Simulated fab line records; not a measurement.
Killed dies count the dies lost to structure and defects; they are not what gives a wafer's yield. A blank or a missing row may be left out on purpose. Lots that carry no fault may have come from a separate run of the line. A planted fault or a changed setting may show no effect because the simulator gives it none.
Which of the tools did it?    flow sky130    14 lots with 42 wafers sampled at 3 steps, on a route of 708 steps

WHAT EACH GAUGE READ, for each wafer
SKY_NWELL_TW_MEAS_15. Usual: NWELL_TW 1820, standard deviation 12.
lot   measured     on             NWELL_TW        flag
L546  day 4 15:10  film-metro-03  1836 1835 1825  
L547  day 4 19:16  film-metro-02  1799 1804 1809  
L548  day 5 01:55  film-metro-03  1824 1824 1820  
L549  day 5 05:43  film-metro-03  1825 1830 1824  
L551  day 5 20:49  film-metro-02  1800 1797 1807  
L552  day 6 01:15  film-metro-03  1812 1822 1832  
L553  day 6 09:31  film-metro-03  1830 1841 1832  
L554  day 6 15:31  film-metro-03  1822 1841 1829  
L556  day 6 22:08  film-metro-02  1805 1803 1816  
L557  day 7 07:57  film-metro-01  1839 1823 1814  
L560  day 7 21:13  film-metro-02  1821 1820 1830  
L564  day 8 22:20  film-metro-03  1831 1832 1831  
L565  day 9 08:09  film-metro-01  1822 1818 1816  
L568  day 9 21:10  film-metro-02  1797 1782 1798  

SKY_VT_ADJUST_NCORE_TW_MEAS_11. Usual: VT_ADJUST_NCORE_TW 217.9, standard deviation 1.6.
lot   measured      on             VT_ADJUST_NCORE_TW  flag
L546  day 8 15:50   film-metro-04  215.3 216.9 217.5   
L547  day 8 20:12   film-metro-04  216.1 216.8 215.5   
L548  day 9 03:32   film-metro-01  220.3 220.3 219.7   
L549  day 9 08:34   film-metro-02  216.6 217.1 216.7   
L551  day 10 03:41  film-metro-02  217.4 217.9 217.7   
L552  day 10 07:16  film-metro-02  217.3 217.0 217.2   
L553  day 10 18:37  film-metro-04  218.1 217.6 218.5   
L554  day 11 00:47  film-metro-01  218.4 221.0 220.3   
L556  day 11 10:05  film-metro-02  216.3 217.0 217.9   
L557  day 11 20:43  film-metro-04  217.5 217.5 218.2   
L560  day 12 13:05  film-metro-01  220.8 220.2 221.1   
L564  day 13 21:47  film-metro-01  218.8 220.4 218.7   
L565  day 14 07:46  film-metro-04  216.5 216.8 216.5   
L568  day 14 23:23  film-metro-04  215.4 216.6 216.9   

SKY_SONOS_TUNNEL_OVL_MEAS_08. Usual: SONOS_TUNNEL_OVL 0.9 nm, standard deviation 1.6.
lot   measured      on          SONOS_TUNNEL_OVL (nm)  flag
L546  day 11 10:17  overlay-01  1.6 0.6 -0.2           
L547  day 11 14:28  overlay-01  -2.4 -1.1 -0.1         
L548  day 11 22:45  overlay-01  -0.3 -0.3 -0.5         
L549  day 12 05:32  overlay-01  0.3 0.3 1.7            
L551  day 13 02:55  overlay-02  1.5 1.7 0.0            
L552  day 13 07:36  overlay-02  0.4 2.8 0.3            
L553  day 13 20:23  overlay-01  2.9 1.7 2.5            
L554  day 14 02:46  overlay-02  2.4 2.3 2.5            
L556  day 14 14:15  overlay-01  1.2 1.7 -0.2           
L557  day 15 00:47  overlay-02  -0.6 -2.4 -1.9         
L560  day 15 20:29  overlay-02  3.3 1.2 -0.3           
L564  day 17 07:40  overlay-02  -0.8 -0.2 0.2          
L565  day 17 17:56  overlay-02  -1.2 0.0 1.2           
L568  day 18 13:05  overlay-02  0.1 -0.5 -0.2          

TOOL THAT RAN EACH LOT (tool first, then ch and the chambers of the sampled wafers, then the start)
Record: no process step prior to these readings.

AS READ BY THE TOOLS THEMSELVES (means over the sampled wafers that have a number; for cases with no such wafer, the mark the record gives instead)
The record holds no such reading with a usual standard deviation.

THE ANSWER, worked out from the rows above alone
Rule: lot off if the mean of its wafers having a number is beyond 3 standard deviations from the usual mean. A lot without any number at a reading at which 4 lots or more have one is off too. The other lots that the step has rows for count as sound. The gauges are gone through in route order, then the tools' own readings, and for those a lot's mean is taken as printed above. The first step at which some lot is off is used, and at that step the reading that is off furthest; a lot without a number counts as furthest.
No lot is off at any reading shown: from this, nothing can be told.

WHAT WAS PUT IN BY THE SIMULATOR
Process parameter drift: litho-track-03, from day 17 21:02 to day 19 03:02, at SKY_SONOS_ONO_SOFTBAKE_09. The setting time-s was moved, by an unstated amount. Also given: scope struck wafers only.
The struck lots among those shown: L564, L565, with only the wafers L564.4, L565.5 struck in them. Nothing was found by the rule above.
